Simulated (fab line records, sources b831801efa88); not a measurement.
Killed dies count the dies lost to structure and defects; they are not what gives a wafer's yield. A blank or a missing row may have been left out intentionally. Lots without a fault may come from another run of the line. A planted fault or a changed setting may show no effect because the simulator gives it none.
fab line records / flow sky130
record: lots: 6 wafers: 18 lastDay: 50
route steps=708 shown RES_XHIGH@334 SD_N@342
lots that met no fault: taken from a fault-free run of the same line
startH: hours from the record's opening day to when the first of the lot's shown wafers began / waitH: time in hours since the lot's previous step / " repeats the value in the row above / L1.1+2: a row that stands for several wafers / - no value present, or no start provided / * or withheld: withheld / < > ~ a bound
route shown NAME@n: names a module that has steps shown in the file, with the first one's number in the route / usual: the fault-free wafers' mean and standard deviation / same: alike in all rows / chamber/n: place in a boat / sites: per-site readings / _std_site: how widely they spread, as a standard deviation / _edge_site: outer sites' mean less inner sites' / radiusMm: how far each site lies from the wafer's centre / mask NAME#n: copy n / behind: the most recent tool/chamber to have shaped the wafer / hold: why the lot was held/for how many hours/how that ended / device: names the non-switching transistor (n, p or np) / end of line: the same wafers' tests at the end of the route / a step with no rows: only its recipe / killed: not the wafer's yield, but the dies lost to structure and defects at the first sort / map: dies across one wafer; x = killed, . = not, _ = none there
set.NAME: the run value of the setting; set.NAME@STEP: its run value at that earlier step / model.NAME: the simulator's own value behind a step, which no gauge read
lots at selected steps of the route; one table per step, one row per wafer
services: a tool's chamber out of use, with start hour (startH, from the record's first day; less than 0 if before it), hours out, and reason
== steps ==
step: SKY_RES_XHIGH_COAT_02
recipe: resist: NOVOLAK spinRpm: 3000 resistThkNm: 1140
step: SKY_RES_XHIGH_SOFTBAKE_03
recipe: tempC: 90 timeS: 60 resist: NOVOLAK
step: SKY_RES_XHIGH_EXPOSE_04
recipe: maskId: URPM na: 0.6 sourceShape: conventional sigmaOuter: 0.6 polarization: unpolarized targetCdNm: 1270 doseMj: 140
step: SKY_RES_XHIGH_PEB_05
recipe: tempC: withheld timeS: * resist: NOVOLAK
step: SKY_RES_XHIGH_DEVELOP_06
recipe: resist: NOVOLAK developer: TMAH developTimeS: 60 devTempC: 23
step: SKY_RES_XHIGH_IMPLANT_07
recipe: species: BF2 energyKev: 20 doseCm2: 3.6e+14 tiltDeg: 0
step: SKY_RES_XHIGH_STRIP_08
recipe: chemistry: O2/N2 powerW: 1400 pressureMtorr: 1500 platenTempC: withheld o2FlowSccm: 3000 n2FlowSccm: 300 overashFraction: 0.5
usual: drypumpMotorCurrentA: 5.8/0.31 oesProductAu: 0.711/0.0043 stripTimeToEndpointS: 14.30/0.037
lot.wafer=L767.2 tool=plasmaAsher-02 chamber=1 startH=664.17 waitH=0.1 drypumpMotorCurrentA=5.8 oesProductAu=0.701 rfHoursCounterH=51 stripTimeToEndpointS=14.33
lot.wafer=L767.3 tool=plasmaAsher-02 chamber=0 startH=664.17 waitH=0.1 drypumpMotorCurrentA=5.5 oesProductAu=0.711 rfHoursCounterH=- stripTimeToEndpointS=14.29
lot.wafer=L767.5 tool=plasmaAsher-02 chamber=1 startH=664.17 waitH=0.1 drypumpMotorCurrentA=5.8 oesProductAu=0.712 rfHoursCounterH=- stripTimeToEndpointS=14.28
lot.wafer=L773.1 tool=plasmaAsher-04 chamber=0 startH=690.62 waitH=0.1 drypumpMotorCurrentA=5.9 oesProductAu=0.713 rfHoursCounterH=95 stripTimeToEndpointS=14.31
lot.wafer=L773.2 tool=plasmaAsher-04 chamber=1 startH=690.62 waitH=0.1 drypumpMotorCurrentA=6.1 oesProductAu=0.716 rfHoursCounterH=95 stripTimeToEndpointS=14.32
lot.wafer=L773.5 tool=plasmaAsher-04 chamber=0 startH=690.62 waitH=0.1 drypumpMotorCurrentA=5.8 oesProductAu=0.708 rfHoursCounterH=- stripTimeToEndpointS=14.30
lot.wafer=L778.1 tool=plasmaAsher-04 chamber=0 startH=733.32 waitH=0.1 drypumpMotorCurrentA=5.8 oesProductAu=0.708 rfHoursCounterH=99 stripTimeToEndpointS=14.29
lot.wafer=L778.2 tool=plasmaAsher-04 chamber=1 startH=733.32 waitH=0.1 drypumpMotorCurrentA=6.1 oesProductAu=0.717 rfHoursCounterH=99 stripTimeToEndpointS=14.29
lot.wafer=L778.4 tool=plasmaAsher-04 chamber=0 startH=733.32 waitH=0.1 drypumpMotorCurrentA=5.8 oesProductAu=0.714 rfHoursCounterH=- stripTimeToEndpointS=14.28
lot.wafer=L785.1 tool=plasmaAsher-02 chamber=0 startH=789.92 waitH=0.1 drypumpMotorCurrentA=5.5 oesProductAu=0.720 rfHoursCounterH=63 stripTimeToEndpointS=14.34
lot.wafer=L785.3 tool=plasmaAsher-02 chamber=1 startH=789.92 waitH=0.1 drypumpMotorCurrentA=5.9 oesProductAu=0.709 rfHoursCounterH=- stripTimeToEndpointS=14.34
lot.wafer=L785.6 tool=plasmaAsher-02 chamber=1 startH=789.92 waitH=0.1 drypumpMotorCurrentA=5.9 oesProductAu=0.709 rfHoursCounterH=- stripTimeToEndpointS=14.32
lot.wafer=L786.2 tool=plasmaAsher-04 chamber=0 startH=795.52 waitH=0.1 drypumpMotorCurrentA=5.8 oesProductAu=0.713 rfHoursCounterH=5 stripTimeToEndpointS=14.31
lot.wafer=L786.3 tool=plasmaAsher-04 chamber=0 startH=795.52 waitH=0.1 drypumpMotorCurrentA=5.8 oesProductAu=0.715 rfHoursCounterH=- stripTimeToEndpointS=14.35
lot.wafer=L786.4 tool=plasmaAsher-04 chamber=1 startH=795.52 waitH=0.1 drypumpMotorCurrentA=6.2 oesProductAu=0.707 rfHoursCounterH=- stripTimeToEndpointS=14.35
lot.wafer=L787.1 tool=plasmaAsher-02 chamber=1 startH=798.77 waitH=0.1 drypumpMotorCurrentA=5.8 oesProductAu=0.709 rfHoursCounterH=64 stripTimeToEndpointS=14.27
lot.wafer=L787.3 tool=plasmaAsher-02 chamber=0 startH=798.77 waitH=0.1 drypumpMotorCurrentA=5.6 oesProductAu=0.706 rfHoursCounterH=- stripTimeToEndpointS=14.30
lot.wafer=L787.4 tool=plasmaAsher-02 chamber=1 startH=798.77 waitH=0.1 drypumpMotorCurrentA=5.8 oesProductAu=0.713 rfHoursCounterH=- stripTimeToEndpointS=14.33
step: SKY_RES_XHIGH_TW_MEAS_09
usual: RES_XHIGH_TW: 1635/15
lot.wafer=L767.2 tool=filmMetro-02 chamber=- startH=664.28 waitH=0.1 RES_XHIGH_TW=1653
lot.wafer=L767.3 tool=filmMetro-02 chamber=- startH=664.28 waitH=0.1 RES_XHIGH_TW=1660
lot.wafer=L767.5 tool=filmMetro-02 chamber=- startH=664.28 waitH=0.1 RES_XHIGH_TW=1652
lot.wafer=L773.1 tool=filmMetro-02 chamber=- startH=690.72 waitH=0.1 RES_XHIGH_TW=1652
lot.wafer=L773.2 tool=filmMetro-02 chamber=- startH=690.72 waitH=0.1 RES_XHIGH_TW=1653
lot.wafer=L773.5 tool=filmMetro-02 chamber=- startH=690.72 waitH=0.1 RES_XHIGH_TW=1648
lot.wafer=L778.1 tool=filmMetro-04 chamber=- startH=733.42 waitH=0.1 RES_XHIGH_TW=1627
lot.wafer=L778.2 tool=filmMetro-04 chamber=- startH=733.42 waitH=0.1 RES_XHIGH_TW=1634
lot.wafer=L778.4 tool=filmMetro-04 chamber=- startH=733.42 waitH=0.1 RES_XHIGH_TW=1636
lot.wafer=L785.1 tool=filmMetro-01 chamber=- startH=790.02 waitH=0.1 RES_XHIGH_TW=1624
lot.wafer=L785.3 tool=filmMetro-01 chamber=- startH=790.02 waitH=0.1 RES_XHIGH_TW=1622
lot.wafer=L785.6 tool=filmMetro-01 chamber=- startH=790.02 waitH=0.1 RES_XHIGH_TW=1628
lot.wafer=L786.2 tool=filmMetro-04 chamber=- startH=795.63 waitH=0.1 RES_XHIGH_TW=1638
lot.wafer=L786.3 tool=filmMetro-04 chamber=- startH=795.63 waitH=0.1 RES_XHIGH_TW=1634
lot.wafer=L786.4 tool=filmMetro-04 chamber=- startH=795.63 waitH=0.1 RES_XHIGH_TW=1641
lot.wafer=L787.1 tool=filmMetro-01 chamber=- startH=798.87 waitH=0.1 RES_XHIGH_TW=1622
lot.wafer=L787.3 tool=filmMetro-01 chamber=- startH=798.87 waitH=0.1 RES_XHIGH_TW=1617
lot.wafer=L787.4 tool=filmMetro-01 chamber=- startH=798.87 waitH=0.1 RES_XHIGH_TW=1630
step: SKY_SD_N_DEHYDRATE_00
recipe: tempC: 200 timeS: 60
step: SKY_SD_N_HMDS_01
recipe: primeTimeS: 60 primeTempC: 120
step: SKY_SD_N_COAT_02
recipe: resist: NOVOLAK spinRpm: 3000 resistThkNm: 1140
step: SKY_SD_N_SOFTBAKE_03
recipe: tempC: 90 timeS: 60 resist: NOVOLAK
step: SKY_SD_N_EXPOSE_04
recipe: maskId: NSDM na: 0.6 sourceShape: conventional sigmaOuter: 0.6 polarization: unpolarized targetCdNm: 380 doseMj: 141
usual: exposureDoseMJCm2: 141.6/0.75 focusOffsetNm: 0.0/0.57
lot.wafer=L767.2 tool=ilineStepper-02 chamber=0 startH=677.67 waitH=- mask=NSDM#0 exposureDoseMJCm2=141.1 focusOffsetNm=0.2
lot.wafer=L767.3 tool=ilineStepper-02 chamber=0 startH=677.67 waitH=- mask=NSDM#0 exposureDoseMJCm2=140.7 focusOffsetNm=-0.4
lot.wafer=L767.5 tool=ilineStepper-02 chamber=0 startH=677.67 waitH=- mask=NSDM#0 exposureDoseMJCm2=140.7 focusOffsetNm=-0.6
lot.wafer=L773.1 tool=ilineStepper-01 chamber=0 startH=705.28 waitH=- mask=NSDM#0 exposureDoseMJCm2=142.3 focusOffsetNm=-1.2
lot.wafer=L773.2 tool=ilineStepper-01 chamber=0 startH=705.28 waitH=- mask=NSDM#0 exposureDoseMJCm2=142.4 focusOffsetNm=-0.8
lot.wafer=L773.5 tool=ilineStepper-01 chamber=0 startH=705.28 waitH=- mask=NSDM#0 exposureDoseMJCm2=142.5 focusOffsetNm=-0.7
lot.wafer=L778.1 tool=ilineStepper-01 chamber=0 startH=747.05 waitH=- mask=NSDM#0 exposureDoseMJCm2=142.4 focusOffsetNm=-0.6
lot.wafer=L778.2 tool=ilineStepper-01 chamber=0 startH=747.05 waitH=- mask=NSDM#0 exposureDoseMJCm2=142.4 focusOffsetNm=-0.4
lot.wafer=L778.4 tool=ilineStepper-01 chamber=0 startH=747.05 waitH=- mask=NSDM#0 exposureDoseMJCm2=142.2 focusOffsetNm=-0.8
lot.wafer=L785.1 tool=ilineStepper-01 chamber=- startH=803.62 waitH=- mask=NSDM#0 exposureDoseMJCm2=- focusOffsetNm=-
lot.wafer=L785.3 tool=ilineStepper-01 chamber=- startH=803.62 waitH=- mask=NSDM#0 exposureDoseMJCm2=- focusOffsetNm=-
lot.wafer=L785.6 tool=ilineStepper-01 chamber=- startH=803.62 waitH=- mask=NSDM#0 exposureDoseMJCm2=- focusOffsetNm=-
lot.wafer=L786.2 tool=ilineStepper-02 chamber=- startH=809.71 waitH=- mask=NSDM#0 exposureDoseMJCm2=- focusOffsetNm=-
lot.wafer=L786.3 tool=ilineStepper-02 chamber=- startH=809.71 waitH=- mask=NSDM#0 exposureDoseMJCm2=- focusOffsetNm=-
lot.wafer=L786.4 tool=ilineStepper-02 chamber=- startH=809.71 waitH=- mask=NSDM#0 exposureDoseMJCm2=- focusOffsetNm=-
lot.wafer=L787.1 tool=ilineStepper-02 chamber=0 startH=812.27 waitH=- mask=NSDM#0 exposureDoseMJCm2=141.1 focusOffsetNm=0.0
lot.wafer=L787.3 tool=ilineStepper-02 chamber=0 startH=812.27 waitH=- mask=NSDM#0 exposureDoseMJCm2=141.0 focusOffsetNm=-0.3
lot.wafer=L787.4 tool=ilineStepper-02 chamber=0 startH=812.27 waitH=- mask=NSDM#0 exposureDoseMJCm2=141.1 focusOffsetNm=-0.1
step: SKY_SD_N_PEB_05
recipe: tempC: withheld timeS: * resist: NOVOLAK
== services ==
tool=ilineStepper-01 chamber=- startH=687.10 hours=1.7 kind=pm
tool=ilineStepper-02 chamber=0 startH=711.90 hours=- kind=calibration
tool=ilineStepper-02 chamber=- startH=718.02 hours=1.7 kind=pm
tool=plasmaAsher-02 chamber=- startH=720.21 hours=6.1 kind=repair
tool=plasmaAsher-04 chamber=- startH=733.75 hours=9.0 kind=pm
tool=plasmaAsher-04 chamber=0 startH=733.75 hours=9.0 kind=ventCycle
tool=plasmaAsher-04 chamber=1 startH=733.75 hours=9.0 kind=ventCycle
tool=ilineStepper-01 chamber=- startH=736.75 hours=1.0 kind=repair
tool=plasmaAsher-04 chamber=0 startH=742.75 hours=- kind=clean
tool=plasmaAsher-04 chamber=1 startH=742.75 hours=- kind=clean
tool=plasmaAsher-04 chamber=- startH=755.77 hours=4.2 kind=repair
tool=ilineStepper-01 chamber=0 startH=784.11 hours=- kind=calibration
tool=ilineStepper-01 chamber=- startH=799.49 hours=3.8 kind=repair
== key ==
firstSign: step: SKY_SD_N_EXPOSE_04 reading: toolRecord direction: missing
effect none on later readings
metAt SKY_SD_N_EXPOSE_04
struckWafers L785.1,L785.3,L785.6,L786.2,L786.3,L786.4
sortLeftOut L785.1,L785.3,L785.6,L786.2,L786.3,L786.4
testerLeftOut L785,L786
onsetBetween 747.05 803.62
fault: kind: skippedStepWhole tool: ilineStepper-01,ilineStepper-02 chamber: - onsetH: 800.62 steps: SKY_SD_N_EXPOSE_04 scope: struckLotsOnly
testerLeftOut: of these lots the tester's yield and bins aren't shown, on N5 and GAA mostly nor the transistor test; their killed dies are dies lost to structure and defects alone, not to doping, threshold or leakage, so they don't give the yield
sortLeftOut: the simulated sort isn't trusted on such a fault, so these wafers' sort isn't shown, and their yield isn't known
